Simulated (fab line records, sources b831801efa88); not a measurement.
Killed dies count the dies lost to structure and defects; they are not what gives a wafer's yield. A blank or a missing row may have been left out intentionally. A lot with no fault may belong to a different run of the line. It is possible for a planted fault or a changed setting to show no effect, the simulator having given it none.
The tool behind it: which one?    flow gf180mcu    14 lots with 42 wafers sampled at 2 steps, on a route of 602 steps

== WHAT THE GAUGES SHOWED, per wafer ==
GF_M1_OVL_MEAS_15. Usual: M1_OVL typically reads 5 nm, with standard deviation 5.1.
lot   measured      on          M1_OVL (nm)  flag
L852  day 17 03:39  overlay-02  12 11 9      
L853  day 17 10:08  overlay-02  1 0 11       
L855  day 18 08:06  overlay-01  5 -2 4       
L856  day 18 15:32  overlay-02  5 -2 -7      
L857  day 19 01:16  overlay-01  5 2 10       
L858  day 19 03:38  overlay-01  5 7 8        
L859  day 19 15:48  overlay-02  7 12 8       
L862  day 20 21:41  overlay-01  5 4 3        
L865  day 22 00:12  overlay-02  9 12 2       
L869  day 23 08:03  overlay-02  -7 -4 -5     
L870  day 23 14:45  overlay-01  4 3 8        
L871  day 23 21:56  overlay-02  5 6 9        
L872  day 24 13:47  overlay-02  12 9 8       
L875  day 25 05:46  overlay-01  10 5 4       

== TOOL THAT RAN EACH LOT (tool first, then ch and the chambers of the sampled wafers, then the start) ==
lot   GF_PSD_IMPLANT_09
L852  implanter-01 ch 0, day 14 07:10
L853  implanter-01 ch 0, day 14 13:02
L855  implanter-01 ch 0, day 15 08:52
L856  implanter-03 ch 0, day 15 15:56
L857  implanter-01 ch 0, day 16 00:53
L858  implanter-01 ch 0, day 16 02:59
L859  implanter-01 ch 0, day 16 13:23
L862  implanter-03 ch 0, day 17 17:10
L865  implanter-03 ch 0, day 18 20:11
L869  implanter-01 ch 0, day 20 05:35
L870  implanter-01 ch 0, day 20 14:14
L871  implanter-01 ch 0, day 20 20:11
L872  implanter-03 ch 0, day 21 14:11
L875  implanter-02 ch 0, day 22 06:47
- GF_PSD_IMPLANT_09

== AS READ BY THE TOOLS THEMSELVES (means over the sampled wafers that have a number; for cases with no such wafer, the mark the record gives instead) ==
GF_PSD_IMPLANT_09. Usual: tilt-deg 7.002 degrees, standard deviation 0.018.
lot   tool          tilt-deg (degrees)  flag
L852  implanter-01  6.998               
L853  implanter-01  7.002               
L855  implanter-01  6.994               
L856  implanter-03  7.010               
L857  implanter-01  7.002               
L858  implanter-01  6.482               OFF
L859  implanter-01  6.475               OFF
L862  implanter-03  7.015               
L865  implanter-03  6.994               
L869  implanter-01  6.975               
L870  implanter-01  6.994               
L871  implanter-01  7.002               
L872  implanter-03  7.003               
L875  implanter-02  7.005               

== THE ANSWER, worked out from the rows above alone ==
Rule: a lot is off if the mean of its wafers that have a number lies more than 3 standard deviations from the usual mean. Also off: a lot with no number at a reading for which 4 or more lots have one. The other lots that the step has rows for count as sound. After the gauges, taken in route order, come the tools' own readings; for these a lot's mean is taken, as printed above. At the first step where some lot is off, the reading lying furthest off is the one used; lots without a number count as furthest.
Off at GF_PSD_IMPLANT_09 (tilt-deg): L858, L859.
A tool fits if, at that step or a process step before it, it ran every lot that is off, and no sound lot after the first of them. None of those tried fits.

== WHAT THE SIMULATOR PUT IN ==
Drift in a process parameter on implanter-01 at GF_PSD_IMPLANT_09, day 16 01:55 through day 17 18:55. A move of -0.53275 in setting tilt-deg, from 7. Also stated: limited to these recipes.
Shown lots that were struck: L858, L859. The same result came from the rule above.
